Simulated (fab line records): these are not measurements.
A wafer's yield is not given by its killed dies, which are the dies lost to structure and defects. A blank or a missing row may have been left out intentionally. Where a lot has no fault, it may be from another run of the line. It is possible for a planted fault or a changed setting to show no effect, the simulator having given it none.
Which tool is to blame?    flow sky130    Sampling: 13 lots, 39 wafers, 3 of 708 route steps

WHAT THE GAUGES READ, wafer by wafer
SKY_LI_CONTACT_THK_MEAS_23: measures by xrf.
lot   measured      on             LI_CONTACT_W_THK (nm)
L280  day 29 03:46  film-metro-04  409 412 411
L282  day 29 23:31  film-metro-04  399 413 404
L285  day 31 01:19  film-metro-02  412 422 407
L286  day 31 11:29  film-metro-04  407 408 412
L287  day 31 18:49  film-metro-02  408 405 404
L289  day 32 04:33  film-metro-04  411 408 412
L291  day 33 04:24  film-metro-01  408 406 410
L292  day 33 06:33  film-metro-04  414 412 410
L296  day 34 17:50  film-metro-01  407 409 410
L297  day 34 21:05  film-metro-04  415 415 414
L298  day 34 22:12  film-metro-02  412 412 417
L301  day 36 05:12  film-metro-01  413 420 416
L302  day 36 09:11  film-metro-01  417 410 410

SKY_LOCAL_INTERCONNECT_RS_MEAS_01: measurement is done with a four-point probe.
lot   measured      on             LOCAL_INTERCONNECT_TIN_RS (ohm/sq)
L280  day 29 04:11  film-metro-03  14.07 13.83 14.02
L282  day 29 23:57  film-metro-04  14.13 14.13 14.44
L285  day 31 01:44  film-metro-04  14.12 14.06 14.14
L286  day 31 11:55  film-metro-03  13.73 13.63 13.65
L287  day 31 19:16  film-metro-02  14.06 14.14 14.18
L289  day 32 04:59  film-metro-03  14.05 13.97 14.14
L291  day 33 04:54  film-metro-03  13.93 14.17 14.12
L292  day 33 06:58  film-metro-03  14.15 14.27 13.99
L296  day 34 18:17  film-metro-02  13.96 14.15 13.97
L297  day 34 21:31  film-metro-04  14.28 14.24 14.17
L298  day 34 22:37  film-metro-03  14.01 13.95 14.09
L301  day 36 05:38  film-metro-03  14.05 13.83 13.91
L302  day 36 09:37  film-metro-04  14.45 14.28 14.04

WHICH TOOL RAN EACH LOT (tool, then ch and the chambers of the sampled wafers, then the start)
lot   SKY_LI_CONTACT_CMP_02
L280  cmp-02 ch 1,2, day 27 21:30
L282  cmp-02 ch 1,2,3, day 28 17:31
L285  cmp-02 ch 2,3, day 29 20:17
L286  cmp-02 ch 0,1,3, day 30 06:25
L287  cmp-02 ch 0,1, day 30 14:03
L289  cmp-01 ch 0,2, day 30 23:10
L291  cmp-01 ch 0,1,3, day 31 23:40
L292  cmp-02 ch 1,3, day 32 01:30
L296  cmp-01 ch 0,2,3, day 33 14:41
L297  cmp-01 ch 1,2,3, day 33 17:22
L298  cmp-02 ch 1,2, day 33 18:19
L301  cmp-01 ch 0,2,3, day 35 01:37
L302  cmp-01 ch 0,1,2, day 35 06:07
- SKY_LI_CONTACT_CMP_02: polishes PSG.

AS READ BY THE TOOLS THEMSELVES (means over the sampled wafers that have a number; for cases with no such wafer, the mark the record gives instead)
SKY_LI_CONTACT_CMP_02.
lot   tool    motor-current-A (A)  time-to-endpoint-s (s)
L280  cmp-02  12.5                 35
L282  cmp-02  11.4                 32
L285  cmp-02  11.1                 35
L286  cmp-02  11.4                 32
L287  cmp-02  12.2                 30
L289  cmp-01  13.2                 36
L291  cmp-01  12.3                 30
L292  cmp-02  10.8                 33
L296  cmp-01  12.8                 29
L297  cmp-01  12.4                 30
L298  cmp-02  11.9                 34
L301  cmp-01  12.4                 31
L302  cmp-01  12.1                 33

THE ANSWER, worked out from the rows above alone
Rule: usual is defined by the lots themselves. Put in order of their means at a reading, lots are off if they are a third of the lots or fewer, leave a main group of 4 or more, and stand apart from it by a gap of 3 or more times the standard deviation of the main group's means; of several such gaps the widest counts. A main group is skipped when, at the precision printed for the reading in the tables above, its means are all equal. Also off: a lot with no number at a reading for which 4 or more lots have one. All remaining lots with rows at the step are treated as sound. First the gauges in route order, then the tools' own readings, where a lot's mean is used as printed above. The first step at which some lot is off is used, and at that step the reading that is off furthest; a lot without a number counts as furthest.
No lot is off on any of the readings shown, so nothing can be concluded from this.

WHAT WAS PUT IN BY THE SIMULATOR
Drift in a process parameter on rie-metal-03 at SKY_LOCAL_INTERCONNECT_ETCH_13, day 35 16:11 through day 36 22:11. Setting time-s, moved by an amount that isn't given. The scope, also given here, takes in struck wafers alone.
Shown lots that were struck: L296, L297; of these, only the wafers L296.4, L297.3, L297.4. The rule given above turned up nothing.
